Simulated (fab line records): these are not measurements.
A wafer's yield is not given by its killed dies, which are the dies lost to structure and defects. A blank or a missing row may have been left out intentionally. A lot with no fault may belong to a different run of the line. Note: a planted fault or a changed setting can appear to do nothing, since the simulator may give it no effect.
fab line records | flow sky130
[record] lots = 4 | wafers = 12 | last_day = 48
route steps=708 shown METAL3@557 VIA3@573 METAL4@598 PAD_OPEN@708
lots that met no fault: taken from a fault-free run of the same line
start_h: hours from the record's first day to the start of the lot's first wafer shown | wait_h: time in hours since the lot's previous step | " identical to the entry in the row above | L1.1+2: a single row standing in for several wafers | - no value present, or no start provided | * or withheld: withheld | < > ~ a bound
route shown NAME@n: NAME is a module with steps in the file, n the number in the route of the first one | usual: mean/standard deviation of fault-free wafers | same: alike in all rows | chamber/n: place in a boat | sites: the reading at each site | _std_site: standard deviation across them | _edge_site: outer sites' mean less inner sites' | radius_mm: for every site, how far away it sits from the centre of the wafer | mask NAME#n: copy n | behind: the most recent tool/chamber to have shaped the wafer | hold: the reason the lot was held/the length of the hold in hours/how it ended | device: which transistor (n, p or np) failed to switch | end of line: tests of these same wafers at the route's end | for a step that has no rows: nothing shown but its recipe | killed: dies lost to structure and defects at the first sort, not the wafer's yield | map: per-die view of a wafer (x killed, . not killed, _ where there is no die)
set.NAME: setting as actually run; set.NAME@STEP: the setting as run at that earlier step | model.NAME: the simulator's own value behind a step, which no gauge read
lots at selected steps of the route; one table per step, one row per wafer
services: from which hour (start_h, from the record's first day; less than 0 if before it) a tool's chamber was out of use, for how many hours, and why
[[steps]]
[step SKY_METAL3_COAT_07]
[recipe] resist = BARC | temp_c = withheld | time_s = withheld | spin_rpm = 3000 | resist_thk_nm = 60
[step SKY_METAL3_COAT_08]
[recipe] resist = KrF-thick | spin_rpm = 3000 | resist_thk_nm = 1140
[step SKY_METAL3_SOFTBAKE_09]
[recipe] temp_c = 100 | time_s = 90 | resist = KrF-thick
[step SKY_METAL3_EXPOSE_10]
[recipe] mask_id = MM3 | na = 0.68 | source_shape = annular | sigma_inner = 0.4 | sigma_outer = 0.8 | target_cd_nm = 300 | dose_mj = 28
[step SKY_METAL3_PEB_11]
[recipe] peb_temp_c = withheld | peb_time_s = withheld | resist = KrF-thick
[step SKY_METAL3_DEVELOP_12]
[recipe] develop_time_s = 60 | resist = KrF-thick | dev_temp_c = 21
[step SKY_METAL3_DESCUM_15]
[recipe] chemistry = O2 | source_power_w = 150 | bias_power_w = 0 | pressure_mtorr = 10 | temp_c = 40 | time_s = 8
[step SKY_METAL3_ETCH_16]
[recipe] chemistry = N2/H2 | target = BARC | ion_energy_ev = 200 | bias_w = 100 | pressure_mtorr = 30 | n2_flow_sccm = 100 | h2_flow_sccm = 200 | icp_w = 500 | stop_on = SiO2 | time_s = 88.2 | target_depth_a = 600
[step SKY_METAL3_ETCH_17]
[recipe] target = SiO2 | stop_on = TiN | chemistry = C4F8/O2/Ar | source_w = 1500 | bias_w = 1200 | pressure_mtorr = 40 | c4f8_flow_sccm = withheld | O2_flow_sccm = 6 | Ar_flow_sccm = 300 | time_s = 3.9 | target_depth_a = 150
[step SKY_METAL3_METAL_ETCH_18]
[recipe] target_depth_a = 8450 | stop_on = SiO2 | over_etch_frac = 0.3 | time_s = 183.1 | chemistry = Cl2/BCl3 | resist_sidewall_deg = 88 | pressure_mtorr = 10 | icp_w = 900 | bias_w = 48.5 | Cl2_flow_sccm = 60 | bcl3_flow_sccm = 30
[step SKY_METAL3_STRIP_19]
[recipe] chemistry = O2/N2 | power_w = 1400 | pressure_mtorr = 1500 | platen_temp_c = withheld | o2_flow_sccm = 3000 | n2_flow_sccm = 300 | overash_fraction = 0.5
[usual] drypump_motor_current_A = 5.6/0.49 | n2_flow_sccm = 300.1/0.8 | oes_product_au = 0.503/0.0075 | strip_time_to_endpoint_s = 6.55/0.14
[same] overash_fraction = 0.5
lot.wafer | tool            | chamber | start_h | wait_h | drypump_motor_current_A | n2_flow_sccm | oes_product_au | rf_hours_counter_h | strip_time_to_endpoint_s
L229.1    | plasma_asher-03 | 1       | 924.10  | 0.1    | 5.8                     | 299.8        | 0.505          | 104                | 6.63
L229.4    | "               | 1       | "       | "      | 5.8                     | 299.5        | 0.492          | -                  | 6.37
L229.5    | "               | 1       | "       | "      | 5.8                     | 299.0        | 0.510          | -                  | 6.63
L231.2    | plasma_asher-01 | 1       | 942.89  | 0.1    | 6.2                     | 301.3        | 0.509          | 21                 | 6.52
L231.5    | "               | 1       | "       | "      | 6.2                     | 300.5        | 0.501          | -                  | 6.57
L231.6    | "               | 0       | "       | "      | 4.8                     | 300.9        | 0.493          | -                  | 6.26
L238.2    | plasma_asher-01 | 1       | 998.43  | 0.1    | 6.2                     | 299.8        | 0.497          | 26                 | 6.39
L238.5    | "               | 0       | "       | "      | 4.8                     | 299.8        | 0.500          | -                  | 6.39
L238.6    | "               | 1       | "       | "      | 6.2                     | 300.1        | 0.503          | -                  | 6.64
L239.2    | plasma_asher-01 | 1       | 1002.34 | 0.1    | 6.2                     | 299.9        | 0.493          | 26                 | 6.48
L239.4    | "               | 0       | "       | "      | 4.8                     | 300.0        | 0.493          | -                  | 6.46
L239.6    | "               | 1       | "       | "      | 6.2                     | 298.6        | 0.498          | -                  | 6.41
[step SKY_METAL3_STRIP_20]
[recipe] chemistry = post_etch_residue_remover | time_s = 1200 | temp_c = 72.5
[step SKY_METAL3_CLEAN_21]
[recipe] chemistry = IPA | time_s = 180 | temp_c = 25
[step SKY_METAL3_CLEAN_22]
[recipe] chemistry = O3/DIW | dry = n2_spin
[step SKY_VIA3_HDPCVD_00]
[recipe] material = SiO2 | target_thk_nm = 1635 | sigma_open_frac = 0.3 | time_s = 272.5 | temp_c = 400 | sih4_flow_sccm = 60 | pressure_mtorr = 6
[step SKY_VIA3_CMP_02]
[recipe] material = SiO2 | down_force_psi = 4 | platen_rpm = 60 | pad_velocity_m_s = 0.94248
[step SKY_VIA3_DEHYDRATE_04]
[recipe] temp_c = 200 | time_s = 60
[step SKY_VIA3_HMDS_05]
[recipe] prime_time_s = 60 | prime_temp_c = 120
[step SKY_VIA3_COAT_06]
[recipe] resist = BARC | temp_c = withheld | time_s = withheld | spin_rpm = 3000 | resist_thk_nm = 60
[step SKY_VIA3_COAT_07]
[recipe] resist = KrF-thick | spin_rpm = 3000 | resist_thk_nm = 450
[step SKY_VIA3_SOFTBAKE_08]
[recipe] temp_c = 100 | time_s = 90 | resist = KrF-thick
[step SKY_VIA3_EXPOSE_09]
[recipe] mask_id = VIM3 | na = 0.8 | source_shape = annular | sigma_inner = 0.55 | sigma_outer = 0.85 | target_cd_nm = 200 | dose_mj = 38
[step SKY_VIA3_PEB_10]
[recipe] peb_temp_c = withheld | peb_time_s = withheld | resist = KrF-thick
[step SKY_VIA3_DEVELOP_11]
[recipe] develop_time_s = 60 | resist = KrF-thick | dev_temp_c = 21
[step SKY_VIA3_ETCH_14]
[recipe] chemistry = N2/H2 | target = BARC | ion_energy_ev = 200 | source_w = 500 | bias_w = 100 | pressure_mtorr = 30 | n2_flow_sccm = 100 | h2_flow_sccm = 200 | stop_on = SiO2 | time_s = 45.9 | target_depth_a = 600
[step SKY_VIA3_ETCH_15]
[recipe] target = SiO2 | chemistry = C4F8/O2/Ar | target_depth_nm = 507 | stop_on = TiN | mask_material = KrF-thick | source_w = 1500 | bias_w = 1200 | pressure_mtorr = 40 | c4f8_flow_sccm = withheld | O2_flow_sccm = 6 | Ar_flow_sccm = 300 | time_s = 78
[step SKY_VIA3_STRIP_16]
[recipe] chemistry = O2/N2 | power_w = 1400 | pressure_mtorr = 1500 | platen_temp_c = withheld | o2_flow_sccm = 3000 | n2_flow_sccm = 300 | overash_fraction = 0.5
[step SKY_VIA3_STRIP_17]
[recipe] chemistry = post_etch_residue_remover | time_s = 1200 | temp_c = 72.5
[step SKY_VIA3_CLEAN_18]
[recipe] chemistry = IPA | time_s = 180 | temp_c = 25
[step SKY_VIA3_CLEAN_19]
[recipe] chemistry = O3/DIW | dry = n2_spin
[step SKY_VIA3_SPUTTER_20]
[recipe] material = TiN | target_thk_nm = 20 | chamber_pressure_pa = 5 | power_w = 4000 | time_s = 80
[step SKY_VIA3_CVD_21]
[recipe] material = W | target_thk_nm = 390 | time_s = 117.31 | temp_c = 400 | pressure_torr = 40
[step SKY_VIA3_CMP_24]
[recipe] stop_on = SiO2 | t_overpolish_s = 20 | down_force_psi = 3.5 | platen_rpm = 60 | target_thk_nm = 0 | pad_velocity_m_s = 0.94248
[step SKY_METAL4_SPUTTER_00]
[recipe] material = Ti | target_thk_nm = 15 | power_w = 3000 | time_s = 10 | chamber_pressure_pa = 0.4
[step SKY_PAD_OPEN_PROBE_99]
[usual] defect_limited_yield = 82.3/2 | killed_at_M0_to_M3 = 43/7 | killed_at_M4_up = 3.5/1.9 | killed_at_contacts = 24/5.3 | killed_at_front_end = 15/4.4 | killed_at_other = 0.3/0.69 | killed_dies = 87/9.7 | killed_open = 48/7 | killed_short = 39/6.4 | sort_bin_3_pad_short = 0.9/0.46 | sort_bin_5_function = 10.5/1.4 | sort_bin_6_memory = 6.3/1.2 | sort_n_pass = 405/9.7 | sort_yield_pct = 82.3/2
[same] gross_dies = 492 | killed_at_back_side = 0 | sort_bin_4_leakage[%] = 0 | sort_bin_8_speed[%] = 0
lot.wafer | tool      | chamber | start_h | wait_h | defect_limited_yield[%] | killed_at_M0_to_M3 | killed_at_M4_up | killed_at_contacts | killed_at_front_end | killed_at_other | killed_dies | killed_open | killed_short | sort_bin_3_pad_short[%] | sort_bin_5_function[%] | sort_bin_6_memory[%] | sort_n_pass | sort_yield_pct[%] | model.etest.tester.sort_n_pass | model.etest.tester.sort_yield_pct | model.etest.tester.sort_bin_5_pct | model.etest.tester.sort_bin_3_pct
L229.1    | prober-02 | -       | 1094.07 | 0.1    | 83.5                    | 37                 | 5               | 21                 | 18                  | 0               | 81          | 47          | 33           | 0.4                     | 10.0                   | 6.1                  | 411         | 83.5              | 411                            | 83.54                             | 9.959                             | 0.4065
L229.4    | prober-02 | -       | 1094.22 | 0.2    | 78.9                    | 44                 | 4               | 27                 | 27                  | 2               | 104         | 58          | 45           | 0.2                     | 13.4                   | 7.5                  | 388         | 78.9              | 388                            | 78.86                             | 13.41                             | 0.2033
L229.5    | prober-02 | -       | 1094.27 | 0.2    | 80.9                    | 42                 | 3               | 23                 | 26                  | 0               | 94          | 54          | 38           | 1.0                     | 10.8                   | 7.3                  | 398         | 80.9              | 398                            | 80.89                             | 10.77                             | 1.016
L231.2    | prober-02 | -       | 1108.78 | 0.1    | 81.3                    | 46                 | 3               | 24                 | 19                  | 0               | 92          | 49          | 43           | 1.0                     | 12.2                   | 5.5                  | 400         | 81.3              | 400                            | 81.3                              | 12.2                              | 1.016
L231.5    | prober-02 | -       | 1108.93 | 0.2    | 83.5                    | 44                 | 3               | 27                 | 7                   | 0               | 81          | 50          | 29           | 0.4                     | 11.0                   | 5.1                  | 411         | 83.5              | 411                            | 83.54                             | 10.98                             | 0.4065
L231.6    | prober-02 | -       | 1108.98 | 0.2    | 77.8                    | 55                 | 4               | 25                 | 23                  | 2               | 109         | 56          | 50           | 1.0                     | 12.2                   | 8.9                  | 383         | 77.8              | 383                            | 77.85                             | 12.2                              | 1.016
L238.2    | prober-01 | -       | 1154.42 | 0.1    | 70.7                    | 103                | 4               | 25                 | 12                  | 0               | 144         | 52          | 38           | 2.6                     | 17.5                   | 9.1                  | 348         | 70.7              | 348                            | 70.73                             | 17.48                             | 2.642
L238.5    | prober-01 | -       | 1154.57 | 0.2    | 69.7                    | 107                | 4               | 22                 | 16                  | 0               | 149         | 55          | 37           | 2.8                     | 18.9                   | 8.5                  | 343         | 69.7              | 343                            | 69.72                             | 18.9                              | 2.846
L238.6    | prober-01 | -       | 1154.62 | 0.2    | 73.0                    | 100                | 3               | 16                 | 14                  | 0               | 133         | 49          | 35           | 2.4                     | 16.3                   | 8.3                  | 359         | 73.0              | 359                            | 72.97                             | 16.26                             | 2.439
L239.2    | prober-02 | -       | 1157.77 | 0.1    | 73.4                    | 100                | 3               | 19                 | 9                   | 0               | 131         | 47          | 32           | 3.5                     | 15.7                   | 7.5                  | 361         | 73.4              | 361                            | 73.37                             | 15.65                             | 3.455
L239.4    | prober-02 | -       | 1157.87 | 0.2    | 73.8                    | 89                 | 6               | 16                 | 18                  | 0               | 129         | 36          | 38           | 3.5                     | 17.1                   | 5.7                  | 363         | 73.8              | 363                            | 73.78                             | 17.07                             | 3.455
L239.6    | prober-02 | -       | 1157.97 | 0.2    | 69.1                    | 104                | 5               | 21                 | 22                  | 0               | 152         | 48          | 46           | 4.7                     | 18.5                   | 7.7                  | 340         | 69.1              | 340                            | 69.11                             | 18.5                              | 4.675
// killed by level:class
L229.1 VIA1:geometric_particle:open=9 LI_CONTACT:geometric_particle:open=7 POLY_GATE:geometric_particle:short=6 VIA1:geometric_particle:short=6 FIELD_ISO:geometric_particle:open=5 CONTACT:geometric_particle:open=5 METAL2:geometric_particle:short=5 VIA2:geometric_particle:open=5
L229.4 VIA1:geometric_particle:open=13 LI_CONTACT:geometric_particle:open=8 VIA3:geometric_particle:open=8 FIELD_ISO:geometric_particle:open=6 POLY_GATE:geometric_particle:short=6 POLY_GATE:geometric_particle:open=6 LOCAL_INTERCONNECT:geometric_particle:short=6 CONTACT:geometric_particle:open=6
L229.5 LI_CONTACT:geometric_particle:open=12 VIA1:geometric_particle:open=11 FIELD_ISO:geometric_particle:short=9 VIA2:geometric_particle:open=9 METAL1:geometric_particle:short=8 FIELD_ISO:geometric_particle:open=7 LOCAL_INTERCONNECT:geometric_particle:short=4 VIA3:geometric_particle:open=4
L231.2 CONTACT:geometric_particle:open=11 VIA1:geometric_particle:open=9 VIA2:geometric_particle:short=7 VIA3:geometric_particle:open=7 FIELD_ISO:geometric_particle:open=5 LI_CONTACT:geometric_particle:open=5 VIA3:geometric_particle:short=5 FIELD_ISO:geometric_particle:short=4
L231.5 CONTACT:geometric_particle:open=11 VIA2:geometric_particle:open=10 LI_CONTACT:geometric_particle:open=7 VIA1:geometric_particle:open=7 VIA3:geometric_particle:open=5 VIA3:geometric_particle:short=5 CONTACT:geometric_particle:short=4 FIELD_ISO:geometric_particle:open=3
L231.6 VIA1:geometric_particle:open=12 VIA2:geometric_particle:open=11 CONTACT:geometric_particle:short=9 LI_CONTACT:geometric_particle:open=7 VIA1:geometric_particle:short=7 FIELD_ISO:geometric_particle:short=6 METAL1:geometric_particle:short=6 VIA3:geometric_particle:open=5
L238.2 METAL3:unspecified=53 VIA2:geometric_particle:open=11 VIA1:geometric_particle:open=10 CONTACT:geometric_particle:short=7 LI_CONTACT:geometric_particle:open=6 VIA1:geometric_particle:short=6 LOCAL_INTERCONNECT:geometric_particle:short=5 CONTACT:geometric_particle:open=5
L238.5 METAL3:unspecified=56 VIA3:geometric_particle:open=11 CONTACT:geometric_particle:open=10 VIA1:geometric_particle:open=10 METAL1:geometric_particle:short=7 METAL2:geometric_particle:short=6 VIA1:geometric_particle:short=5 VIA2:geometric_particle:open=5
L238.6 METAL3:unspecified=48 VIA1:geometric_particle:open=14 CONTACT:geometric_particle:open=8 VIA3:geometric_particle:open=7 VIA2:geometric_particle:open=6 VIA3:geometric_particle:short=6 METAL2:geometric_particle:short=4 METAL3:geometric_particle:short=4
L239.2 METAL3:unspecified=52 VIA1:geometric_particle:open=15 VIA3:geometric_particle:open=8 CONTACT:geometric_particle:open=7 VIA2:geometric_particle:open=7 METAL1:geometric_particle:short=5 LI_CONTACT:geometric_particle:open=4 LI_CONTACT:geometric_particle:short=4
L239.4 METAL3:unspecified=55 CONTACT:geometric_particle:open=8 VIA1:geometric_particle:open=8 FIELD_ISO:geometric_particle:short=7 VIA1:geometric_particle:short=5 VIA3:geometric_particle:open=5 METAL4:geometric_particle:short=5 LI_CONTACT:geometric_particle:short=4
L239.6 METAL3:unspecified=57 VIA1:geometric_particle:open=11 FIELD_ISO:geometric_particle:short=7 CONTACT:geometric_particle:open=7 VIA1:geometric_particle:short=7 VIA2:geometric_particle:open=7 FIELD_ISO:geometric_particle:open=6 LI_CONTACT:geometric_particle:open=6
// map L238.5 (x killed, . not)
__________.x.......x_________
________...xx........._______
______..x.x....x...x.x.._____
_____.........x.....xx...____
____..............xx......___
___x........x...x..........__
__x.x........x...xx.x......._
_....x.xx..................x.
_.....x......xx.......xx.....
_........x.xxxxxx.x.x...x...x
_..x....x...xxxxxxxx.......x.
_.x.x.xx....xxxxxxx..x.x.x...
_....xx....xxxxxxxxx...x...x.
_x.......x.xxxxxxxxxx.xx.x.x.
_.....x.x.xxxxxxxxx.x..x..xxx
__...........xxxxxx.x...x.x._
___........x.xx.xxx.x......__
____x.........x.x...xx....___
_____....xx.xx..x.xx.....____
______.......x..x......._____
________......xx.xx..._______
__________.....x.x.._________
// map L239.6 (x killed, . not)
__________.........._________
________..xxx......xxx_______
______....xx..x......x.x_____
_____x....x......xx...x..____
____...x..................___
___..x.xx.....x..........x.__
__x.x..xx...............x.xx_
_x.........x.....x.xx......xx
_..x.....................x...
_x.xx.xxx.xxxxx..........xx..
_x......xxxxxxxx.....x..x....
_...x...xxxxxxxxxxx...x......
_x....x.xxxxxxxxxx........x..
_.....xxxxxxxxxxx..x.......x.
_...x..xxxxxxxxxx...........x
__.....xxx.xxxx.....x......._
___.x...x..xx.xx..x.......x__
____..x.xx.x...x.......x..___
_____x.x.....x.x.......x.____
______xx...x.....x......_____
________x.x.x.x....x.._______
__________xx.x......_________
[[services]]
tool            | chamber | start_h | hours | kind
plasma_asher-03 | -       | 953.65  | 2.6   | repair
plasma_asher-03 | -       | 965.28  | 2.8   | repair
plasma_asher-01 | -       | 985.30  | 9.0   | repair
[[key]]
[first_sign] step = SKY_PAD_OPEN_PROBE_99 | reading = killed_at_M0_to_M3 | direction = up | sigmas = 8.1 | usual = 43 | struck = 100
[effect] step = SKY_PAD_OPEN_PROBE_99 | reading = sort_n_pass | direction = down | sigmas = 5.4 | usual = 405 | struck = 352
[model_effect] step = SKY_PAD_OPEN_PROBE_99 | value = etest.tester.sort_n_pass | without = 398.8 | struck = 352.3
met_at SKY_METAL3_STRIP_19
struck_wafers L238.2,L238.5,L238.6,L239.2,L239.4,L239.6
onset_between 942.89 998.43
also_fits time
[fault] kind = chamber_particle_source | tool = plasma_asher-01 | chamber = - | onset_h = 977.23 | steps = SKY_METAL3_STRIP_19 | rate_per_visit_cm2 = 0.88482 | end_h = 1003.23
